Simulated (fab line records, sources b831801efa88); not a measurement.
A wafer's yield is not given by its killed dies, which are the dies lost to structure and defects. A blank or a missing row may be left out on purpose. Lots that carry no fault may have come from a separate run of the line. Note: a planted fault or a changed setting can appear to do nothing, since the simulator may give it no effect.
fab line records	flow sky130
record: lots: 12	wafers: 36	last-day: 50
route steps=708 shown PWDE@54 NWELL@67 VT_ADJUST_LVTN@112 PAD_OPEN@708
lots that met no fault: from a run of the same line without faults
start-h: hours from the record's first day to the start of the lot's first wafer shown	wait-h: how many hours have passed since the lot's step before this one	" repeats the value in the row above	L1.1+2: a single row standing in for several wafers	- no value present, or no start provided	* or withheld: withheld	< > ~ a bound
route shown NAME@n: NAME is a module with steps in the file, n the number in the route of the first one	usual: mean/standard deviation of fault-free wafers	same: alike in all rows	chamber/n: place in a boat	sites: each site's reading	_std_site: standard deviation of those values	_edge_site: mean of outer sites minus mean of inner sites	radius-mm: how far each site lies from the wafer's centre	mask NAME#n: copy n	behind: tool/chamber where the wafer was last shaped	hold: reason for holding the lot/hours on hold/outcome of the hold	device: names the non-switching transistor (n, p or np)	end of line: at the end of the route, the tests of the same wafers	a step with no rows: only its recipe	killed: dies lost to structure and defects at the first sort, not the wafer's yield	map: shows each die of a wafer: x if killed, . if not, _ if none is there
set.NAME: the setting that was run; set.NAME@STEP: the one run at that earlier step	model.NAME: the simulator's own value behind a step, which no gauge read
the route's steps for a sample of lots (tables are steps, rows are wafers)
services: from which hour (start-h, from the record's first day; less than 0 if before it) a tool's chamber was out of use, for how many hours, and why
== steps ==
step: SKY_PWDE_STRIP_09
recipe: chemistry: O2/N2	power-w: 1400	pressure-mtorr: 1500	platen-temp-c: withheld	o2-flow-sccm: 3000	n2-flow-sccm: 300	overash-fraction: 0.5
usual: drypump-motor-current-A: 6.0/0.37	oes-product-au: 0.723/0.0049	strip-time-to-endpoint-s: 36.92/0.11
lot.wafer	tool	chamber	start-h	wait-h	drypump-motor-current-A	oes-product-au	rf-hours-counter-h	strip-time-to-endpoint-s
L432.1	plasma-asher-03	1	71.56	0.1	6.4	0.713	36	36.98
L432.3	"	0	"	"	5.7	0.721	-	36.99
L432.6	"	1	"	"	6.4	0.722	-	36.90
L433.1	plasma-asher-03	0	77.89	0.1	5.6	0.718	37	37.03
L433.4	"	1	"	"	6.4	0.725	-	37.11
L433.5	"	0	"	"	5.7	0.728	-	37.03
L434.1	plasma-asher-03	1	79.35	0.1	6.4	0.729	37	36.88
L434.4	"	1	"	"	6.4	0.726	-	36.86
L434.6	"	0	"	"	5.6	0.720	-	36.98
L438.1	plasma-asher-03	0	104.56	0.1	5.7	0.722	39	37.01
L438.2	"	1	"	"	6.4	0.734	39	37.01
L438.6	"	1	"	"	6.4	0.721	-	37.05
L439.3	plasma-asher-03	1	109.94	0.1	6.4	0.725	-	37.04
L439.4	"	0	"	"	5.6	0.721	-	37.07
L439.5	"	0	"	"	5.6	0.722	-	37.10
L440.1	plasma-asher-04	0	116.50	0.1	6.4	0.721	30	36.97
L440.3	"	1	"	"	5.8	0.723	-	36.98
L440.6	"	0	"	"	6.4	0.721	-	37.03
L441.2	plasma-asher-04	1	122.30	0.1	5.8	0.716	31	37.01
L441.3	"	1	"	"	5.8	0.723	-	37.04
L441.4	"	0	"	"	6.4	0.729	-	37.00
L442.1	plasma-asher-03	0	125.69	0.1	5.7	0.722	42	36.98
L442.5	"	1	"	"	6.4	0.722	-	36.99
L442.6	"	0	"	"	5.7	0.720	-	37.06
L444.2	plasma-asher-03	0	140.79	0.1	5.7	0.722	43	36.87
L444.3	"	0	"	"	5.7	0.713	-	36.93
L444.4	"	1	"	"	6.4	0.726	-	36.84
L449.2	plasma-asher-03	1	164.14	0.1	6.4	0.727	46	36.75
L449.5	"	0	"	"	5.7	0.718	-	36.75
L449.6	"	1	"	"	6.4	0.715	-	36.80
L451.3	plasma-asher-04	0	178.53	0.1	6.4	0.716	-	36.89
L451.4	"	1	"	"	5.8	0.718	-	36.88
L451.5	"	0	"	"	6.4	0.721	-	36.97
L454.2	plasma-asher-04	1	192.74	0.1	5.8	0.717	39	36.85
L454.4	"	0	"	"	6.4	0.724	-	36.73
L454.6	"	1	"	"	5.7	0.725	-	36.83
step: SKY_NWELL_STRIP_14
recipe: chemistry: O2/N2	power-w: 1400	pressure-mtorr: 1500	platen-temp-c: withheld	o2-flow-sccm: 3000	n2-flow-sccm: 300	overash-fraction: 0.5
usual: drypump-motor-current-A: 6.1/0.39	oes-product-au: 0.722/0.0044	strip-time-to-endpoint-s: 36.93/0.099
lot.wafer	tool	chamber	start-h	wait-h	drypump-motor-current-A	oes-product-au	rf-hours-counter-h	strip-time-to-endpoint-s
L432.1	plasma-asher-02	0	89.19	0.1	6.0	0.728	43	36.97
L432.3	"	0	"	"	6.0	0.717	-	36.97
L432.6	"	1	"	"	5.4	0.725	-	36.88
L433.1	plasma-asher-01	1	95.70	0.1	6.4	0.721	40	36.98
L433.4	"	0	"	"	6.7	0.718	-	36.93
L433.5	"	1	"	"	6.5	0.718	-	36.97
L434.1	plasma-asher-04	1	96.97	0.1	5.8	0.718	28	36.97
L434.4	"	0	"	"	6.4	0.722	-	36.98
L434.6	"	0	"	"	6.3	0.730	-	36.84
L438.1	plasma-asher-04	0	125.25	0.1	6.4	0.715	31	37.00
L438.2	"	1	"	"	5.8	0.727	31	36.95
L438.6	"	1	"	"	5.8	0.724	-	36.98
L439.3	plasma-asher-02	0	127.77	0.1	6.0	0.722	-	37.12
L439.4	"	1	"	"	5.4	0.735	-	36.99
L439.5	"	0	"	"	6.0	0.723	-	37.12
L440.1	plasma-asher-04	1	135.50	0.1	5.8	0.722	32	36.95
L440.3	"	1	"	"	5.8	0.721	-	36.96
L440.6	"	1	"	"	5.8	0.721	-	36.96
L441.2	plasma-asher-01	1	141.52	0.1	6.4	0.724	44	36.90
L441.3	"	1	"	"	6.4	0.721	-	36.89
L441.4	"	0	"	"	6.7	0.726	-	36.94
L442.1	plasma-asher-04	0	145.29	0.1	6.4	0.722	33	36.90
L442.5	"	0	"	"	6.4	0.723	-	36.84
L442.6	"	1	"	"	5.8	0.718	-	36.87
L444.2	plasma-asher-04	1	160.99	0.1	5.8	0.726	35	36.96
L444.3	"	0	"	"	6.4	0.728	-	36.99
L444.4	"	1	"	"	5.8	0.721	-	36.99
L449.2	plasma-asher-02	0	188.38	0.1	6.0	0.716	3	36.96
L449.5	"	1	"	"	5.4	0.729	-	37.09
L449.6	"	0	"	"	6.0	0.730	-	36.96
L451.3	plasma-asher-02	1	200.46	0.1	5.4	0.721	-	36.94
L451.4	"	0	"	"	5.9	0.720	-	36.90
L451.5	"	0	"	"	6.0	0.724	-	36.96
L454.2	plasma-asher-04	1	215.05	0.1	5.8	0.723	41	37.00
L454.4	"	0	"	"	6.4	0.722	-	36.96
L454.6	"	1	"	"	5.7	0.720	-	36.77
step: SKY_NWELL_RTA_28
recipe: temp-c: 1050	time-s: 30	idle-temp-c: 650	ramp-up-c-per-s: 150	ramp-down-c-per-s: 90	ambient: N2
usual: lamp-power-pct: 25.31/0.055	wafer_temp_C_max: 1055.0/1
lot.wafer	tool	chamber	start-h	wait-h	lamp-power-pct	wafer_temp_C_max
L432.1	rtp-anneal-02	0	106.83	0.0	25.29	1053.9
L432.3	"	0	"	"	25.27	1053.2
L432.6	"	0	"	"	25.29	1056.9
L433.1	rtp-anneal-02	0	113.97	0.0	25.35	1055.9
L433.4	"	0	"	"	25.26	1055.4
L433.5	"	0	"	"	25.39	1054.2
L434.1	rtp-anneal-01	0	128.30	0.0	25.34	1054.2
L434.4	"	0	"	"	25.27	1054.1
L434.6	"	0	"	"	25.35	1053.3
L438.1	rtp-anneal-01	0	145.04	0.0	25.36	1055.4
L438.2	"	0	"	"	25.25	1054.7
L438.6	"	0	"	"	25.41	1054.6
L439.3	rtp-anneal-02	0	146.89	0.0	25.37	1054.7
L439.4	"	0	"	"	25.38	1055.7
L439.5	"	0	"	"	25.34	1054.9
L440.1	rtp-anneal-01	0	155.86	0.0	25.20	1054.6
L440.3	"	0	"	"	25.38	1055.7
L440.6	"	0	"	"	25.27	1054.6
L441.2	rtp-anneal-02	0	161.98	0.0	25.24	1055.2
L441.3	"	0	"	"	25.22	1054.9
L441.4	"	0	"	"	25.37	1054.8
L442.1	rtp-anneal-01	0	165.79	0.0	25.29	1055.6
L442.5	"	0	"	"	25.38	1054.3
L442.6	"	0	"	"	25.26	1055.0
L444.2	rtp-anneal-02	0	181.88	0.0	25.28	1055.5
L444.3	"	0	"	"	25.32	1054.6
L444.4	"	0	"	"	25.29	1054.1
L449.2	rtp-anneal-02	0	210.02	0.0	25.24	1054.9
L449.5	"	0	"	"	25.47	1054.6
L449.6	"	0	"	"	25.27	1054.5
L451.3	rtp-anneal-01	0	223.30	0.0	25.27	1054.1
L451.4	"	0	"	"	25.27	1056.2
L451.5	"	0	"	"	25.27	1055.2
L454.2	rtp-anneal-01	0	237.95	0.0	25.26	1056.7
L454.4	"	0	"	"	25.33	1054.6
L454.6	"	0	"	"	25.30	1054.8
step: SKY_VT_ADJUST_LVTN_EXPOSE_15
recipe: mask-id: HVN_STD_DERIVED	na: 0.6	source-shape: conventional	sigma-outer: 0.6	polarization: unpolarized	target-cd-nm: 600	dose-mj: 163
usual: exposure-dose-mJ-cm2: 162.98/0.17
lot.wafer	tool	chamber	start-h	wait-h	mask	exposure-dose-mJ-cm2
L432.1	iline-stepper-02	0	155.24	-	HVN_STD_DERIVED#0	162.70
L432.3	"	0	"	"	HVN_STD_DERIVED#0	163.00
L432.6	"	0	"	"	HVN_STD_DERIVED#0	162.80
L433.1	iline-stepper-02	0	162.24	-	HVN_STD_DERIVED#0	162.94
L433.4	"	0	"	"	HVN_STD_DERIVED#0	162.99
L433.5	"	0	"	"	HVN_STD_DERIVED#0	163.11
L434.1	iline-stepper-01	0	178.01	-	HVN_STD_DERIVED#0	162.85
L434.4	"	0	"	"	HVN_STD_DERIVED#0	162.92
L434.6	"	0	"	"	HVN_STD_DERIVED#0	163.02
L438.1	iline-stepper-02	0	196.80	-	HVN_STD_DERIVED#0	162.78
L438.2	"	0	"	"	HVN_STD_DERIVED#0	163.02
L438.6	"	0	"	"	HVN_STD_DERIVED#0	162.79
L439.3	iline-stepper-01	0	199.99	-	HVN_STD_DERIVED#0	163.37
L439.4	"	0	"	"	HVN_STD_DERIVED#0	163.19
L439.5	"	0	"	"	HVN_STD_DERIVED#0	163.02
L440.1	iline-stepper-01	0	210.10	-	HVN_STD_DERIVED#0	163.01
L440.3	"	0	"	"	HVN_STD_DERIVED#0	162.99
L440.6	"	0	"	"	HVN_STD_DERIVED#0	162.76
L441.2	iline-stepper-01	0	216.97	-	HVN_STD_DERIVED#0	163.01
L441.3	"	0	"	"	HVN_STD_DERIVED#0	162.91
L441.4	"	0	"	"	HVN_STD_DERIVED#0	162.78
L442.1	iline-stepper-01	0	219.70	-	HVN_STD_DERIVED#0	163.01
L442.5	"	0	"	"	HVN_STD_DERIVED#0	162.92
L442.6	"	0	"	"	HVN_STD_DERIVED#0	163.23
L444.2	iline-stepper-01	0	238.74	-	HVN_STD_DERIVED#0	162.77
L444.3	"	0	"	"	HVN_STD_DERIVED#0	162.74
L444.4	"	0	"	"	HVN_STD_DERIVED#0	162.95
L449.2	iline-stepper-02	0	269.62	-	HVN_STD_DERIVED#0	148.05
L449.5	"	0	"	"	HVN_STD_DERIVED#0	148.21
L449.6	"	0	"	"	HVN_STD_DERIVED#0	148.21
L451.3	iline-stepper-02	0	284.38	-	HVN_STD_DERIVED#0	148.16
L451.4	"	0	"	"	HVN_STD_DERIVED#0	148.33
L451.5	"	0	"	"	HVN_STD_DERIVED#0	148.23
L454.2	iline-stepper-01	0	299.87	-	HVN_STD_DERIVED#0	162.66
L454.4	"	0	"	"	HVN_STD_DERIVED#0	162.76
L454.6	"	0	"	"	HVN_STD_DERIVED#0	162.55
step: SKY_PAD_OPEN_PROBE_99
usual: killed_at_M0_to_M3: 44/6.8	killed_at_M4_up: 2.9/1.7	killed-at-contacts: 24/5.2	killed-at-front-end: 15/4	killed-at-other: 0.2/0.44	killed-dies: 86/9.9	killed-open: 47/7.9	killed-short: 39/6.3
same: gross-dies: 492	killed-at-back-side: 0
lot.wafer	tool	chamber	start-h	wait-h	killed_at_M0_to_M3	killed_at_M4_up	killed-at-contacts	killed-at-front-end	killed-at-other	killed-dies	killed-open	killed-short
L434.1	prober-01	-	1097.55	0.1	32	2	26	20	0	80	43	37
L434.4	prober-01	-	1097.70	0.2	53	4	26	13	0	96	53	43
L434.6	prober-01	-	1097.80	0.2	35	6	23	18	0	82	46	36
L449.2	prober-02	-	1175.34	0.1	33	1	23	12	0	69	34	35
L449.5	prober-02	-	1175.49	0.2	57	1	20	16	1	95	48	47
L449.6	prober-02	-	1175.54	0.2	31	6	16	13	0	66	31	35
L451.3	prober-02	-	1186.43	0.2	37	6	13	10	0	66	27	39
L451.4	prober-02	-	1186.48	0.2	45	3	25	16	0	89	48	41
L451.5	prober-02	-	1186.53	0.2	33	4	24	20	0	81	36	45
killed by level:class
L434.1 CONTACT:geometric-particle:open=10 VIA1:geometric-particle:open=8 LI_CONTACT:geometric-particle:open=7 POLY_GATE:geometric-particle:open=6 FIELD_ISO:geometric-particle:short=5 VIA3:geometric-particle:open=5 VIA2:geometric-particle:short=4 VIA3:geometric-particle:short=4
L434.4 VIA1:geometric-particle:open=11 LI_CONTACT:geometric-particle:open=9 VIA2:geometric-particle:open=9 VIA3:geometric-particle:open=8 CONTACT:geometric-particle:open=7 METAL1:geometric-particle:short=7 VIA1:geometric-particle:short=6 METAL2:geometric-particle:short=6
L434.6 CONTACT:geometric-particle:open=9 VIA1:geometric-particle:open=7 METAL1:geometric-particle:short=6 VIA2:geometric-particle:open=6 FIELD_ISO:geometric-particle:open=5 METAL2:geometric-particle:short=5 FIELD_ISO:geometric-particle:short=4 LI_CONTACT:geometric-particle:open=4
L449.2 CONTACT:geometric-particle:open=11 METAL2:geometric-particle:short=8 METAL1:geometric-particle:short=5 VIA3:geometric-particle:open=5 LI_CONTACT:geometric-particle:open=4 CONTACT:geometric-particle:short=4 VIA2:geometric-particle:short=4 VIA2:geometric-particle:open=4
L449.5 VIA1:geometric-particle:open=14 CONTACT:geometric-particle:open=8 VIA2:geometric-particle:open=8 VIA3:geometric-particle:open=7 METAL1:geometric-particle:short=6 VIA1:geometric-particle:short=6 METAL2:geometric-particle:short=6 FIELD_ISO:geometric-particle:short=5
L449.6 LOCAL_INTERCONNECT:geometric-particle:short=7 VIA1:geometric-particle:open=7 POLY_GATE:geometric-particle:short=6 VIA3:geometric-particle:open=5 LI_CONTACT:geometric-particle:open=4 METAL2:geometric-particle:short=4 CONTACT:geometric-particle:open=3 METAL1:geometric-particle:short=3
L451.3 VIA1:geometric-particle:open=10 METAL2:geometric-particle:short=8 CONTACT:geometric-particle:short=5 FIELD_ISO:geometric-particle:open=4 FIELD_ISO:geometric-particle:short=4 METAL3:geometric-particle:short=4 LI_CONTACT:geometric-particle:short=3 LI_CONTACT:geometric-particle:open=3
L451.4 VIA1:geometric-particle:open=11 VIA1:geometric-particle:short=8 LI_CONTACT:geometric-particle:open=7 CONTACT:geometric-particle:short=6 CONTACT:geometric-particle:open=6 VIA2:geometric-particle:open=6 VIA3:geometric-particle:open=6 LOCAL_INTERCONNECT:geometric-particle:short=5
L451.5 VIA1:geometric-particle:short=8 FIELD_ISO:geometric-particle:short=7 CONTACT:geometric-particle:short=7 FIELD_ISO:geometric-particle:open=6 VIA1:geometric-particle:open=6 CONTACT:geometric-particle:open=6 LI_CONTACT:geometric-particle:open=5 VIA3:geometric-particle:open=5
== services ==
tool	chamber	start-h	hours	kind
plasma-asher-01	-	47.73	11.3	repair
iline-stepper-01	-	49.45	8.9	pm
plasma-asher-03	-	64.17	4.1	repair
rtp-anneal-02	-	89.28	2.9	pm
iline-stepper-01	-	106.08	13.9	repair
iline-stepper-02	-	108.21	5.6	repair
plasma-asher-02	-	108.75	9.0	pm
plasma-asher-02	0	108.75	9.0	vent-cycle
plasma-asher-02	1	108.75	9.0	vent-cycle
plasma-asher-02	0	117.75	-	clean
plasma-asher-02	1	117.75	-	clean
plasma-asher-02	-	137.60	43.3	pm
plasma-asher-04	-	151.43	0.7	repair
iline-stepper-02	-	167.72	1.7	pm
iline-stepper-02	0	168.33	-	calibration
iline-stepper-01	-	186.54	1.7	pm
plasma-asher-01	-	205.14	2.2	repair
iline-stepper-01	0	242.93	-	calibration
iline-stepper-02	-	261.91	4.4	pm
iline-stepper-01	-	267.05	3.0	repair
== key ==
first-sign: step: SKY_VT_ADJUST_LVTN_EXPOSE_15	reading: exposure-dose-mJ-cm2	direction: down	sigmas: 88	usual: *	struck: *
effect none on later readings
met-at SKY_VT_ADJUST_LVTN_EXPOSE_15
struck-lots L449,L451
tester-left-out L449,L451
not-acting-at SKY_PWDE_STRIP_09,SKY_NWELL_STRIP_14,SKY_NWELL_RTA_28
onset-between 196.80 269.62
fault: kind: process-parameter-drift	tool: iline-stepper-02	chamber: -	onset-h: 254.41	steps: SKY_VT_ADJUST_LVTN_EXPOSE_15	channel: dose-mj	offset: -14.709	shape: step	acts-in: these-recipes-only	stated: 163
tester-left-out: of these lots the tester's yield and bins aren't shown, on N5 and GAA mostly nor the transistor test; their killed dies are dies lost to structure and defects alone, not to doping, threshold or leakage, so they don't give the yield
